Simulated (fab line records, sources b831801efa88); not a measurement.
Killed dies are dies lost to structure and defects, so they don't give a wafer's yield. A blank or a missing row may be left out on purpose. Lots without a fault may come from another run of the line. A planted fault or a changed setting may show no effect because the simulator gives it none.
A struck lot beside a sound one | flow sky130 | 35 steps out of a route of 708
Sound: wafers L821.1, L821.4, L821.5. Struck: wafers L810.2, L810.4, L810.6. The cause comes at the end.
At each step with rows: each side's tool, then ch and its chambers, then its first start. Under that, the readings that differ: sound wafers | struck wafers | difference of the means | sigmas: that difference in standard deviations of wafers without a fault.
alike: readings whose means differ by less than 2 such deviations, and words and numbers that are the same on both sides. not compared: withheld readings, readings that some wafer has no value for, bounds like >300 that may hide the same value, and numbers for which the record gives no deviation and whose values overlap.
The two part at a step that has a row with sigmas, a row that says differs or no value, or rows on one side only. Numbers that don't overlap but have no deviation are shown without sigmas and don't part them. A reading that every wafer of one side lacks parts them only if that side has two wafers or more.

first, 10 steps without rows for these wafers: SKY_RES_PROTECT_DEHYDRATE_00 (time 60 s); SKY_RES_PROTECT_HMDS_01 (prime time 60 s); SKY_RES_PROTECT_COAT_02 (resist thk 1140 nm); SKY_RES_PROTECT_SOFTBAKE_03 (time 60 s); SKY_RES_PROTECT_EXPOSE_04 (exposes mask RPM, target cd 1270 nm); SKY_RES_PROTECT_PEB_05; SKY_RES_PROTECT_DEVELOP_06 (develop time 60 s); SKY_POLY_GATE_IMPLANT_02; SKY_RES_PROTECT_STRIP_07 (strips in O2/N2); SKY_RES_PROTECT_CLEAN_09 (cleans in SC1/SC2, time 150 s).
SKY_POLY_GATE_CVD_03: deposits Si3N4 from DCS/NH3, target thk 75 nm, time 1290 s.
  sound on lpcvd-02 ch 0, day 22 10:47; struck on lpcvd-02 ch 0, day 19 04:12
  alike: spike_tc_centre_C, spike_tc_top_C, susceptor_temp_C
then, 23 steps without rows for these wafers: SKY_POLY_GATE_DEHYDRATE_05 (time 60 s); SKY_POLY_GATE_HMDS_06 (prime time 60 s); SKY_POLY_GATE_COAT_07 (resist thk 110 nm); SKY_POLY_GATE_COAT_08 (resist thk 450 nm); SKY_POLY_GATE_SOFTBAKE_09 (time 90 s); SKY_POLY_GATE_EXPOSE_10 (exposes mask P1M, target cd 150 nm); SKY_POLY_GATE_PEB_11; SKY_POLY_GATE_DEVELOP_12 (develop time 60 s); SKY_POLY_GATE_ETCH_15 (etches BARC in N2/H2, stops on SiO2, time 118.5 s, target depth 110 nm); SKY_POLY_GATE_ETCH_16 (etches Si3N4 in CH3F/O2, stops on poly-Si, time 147.5 s, target depth 75 nm); SKY_POLY_GATE_ETCH_17 (etches poly-Si in HBr/Cl2, stops on SiO2, target depth 180 nm, time 70.5 s); SKY_POLY_GATE_STRIP_18 (strips in O2/N2); SKY_POLY_GATE_CLEAN_19 (cleans in SC1/SC2, time 150 s); SKY_POLY_GATE_OXIDATION_20 (stabilise 600 s, purge 300 s, target thk 4 nm); SKY_LDD_N_DEHYDRATE_00 (time 60 s); SKY_LDD_N_HMDS_01 (prime time 60 s); SKY_LDD_N_COAT_02 (resist thk 300 nm); SKY_LDD_N_SOFTBAKE_03 (time 60 s); SKY_LDD_N_EXPOSE_04 (exposes mask NTM, target cd 840 nm); SKY_LDD_N_PEB_05; SKY_LDD_N_DEVELOP_06 (develop time 60 s); SKY_LDD_N_IMPLANT_08; SKY_LDD_N_IMPLANT_09.
-- the record jumps here: 30 days lie between the struck wafers' starts before and after (it left off in module LDD_N and takes up again in module PAD_OPEN, whose first step shown is number 708 of the route) --
SKY_PAD_OPEN_PROBE_99:
  sound on prober-02, day 50 22:00; struck on prober-01, day 49 04:09
  reading             | sound    | struck                                                                     | difference                   | sigmas
  hold                | - - -    | await_dispo/3.0h/release await_dispo/3.0h/release await_dispo/3.0h/release | no value on the sound wafers |
  killed_at_M0_to_M3  | 57 48 45 | 24 39 29                                                                   | -19                          | -3
  killed_at_front_end | 27 20 18 | 51 55 52                                                                   | +31                          | +7
  killed_open         | 51 51 48 | 31 36 38                                                                   | -15                          | -2
  killed_short        | 63 43 41 | 27 38 32                                                                   | -17                          | -2
  alike: killed_at_M4_up, killed_at_contacts, killed_at_other, killed_dies

WHERE THEY PART
Only at SKY_PAD_OPEN_PROBE_99, within this record.

WHY: what the simulator had put in
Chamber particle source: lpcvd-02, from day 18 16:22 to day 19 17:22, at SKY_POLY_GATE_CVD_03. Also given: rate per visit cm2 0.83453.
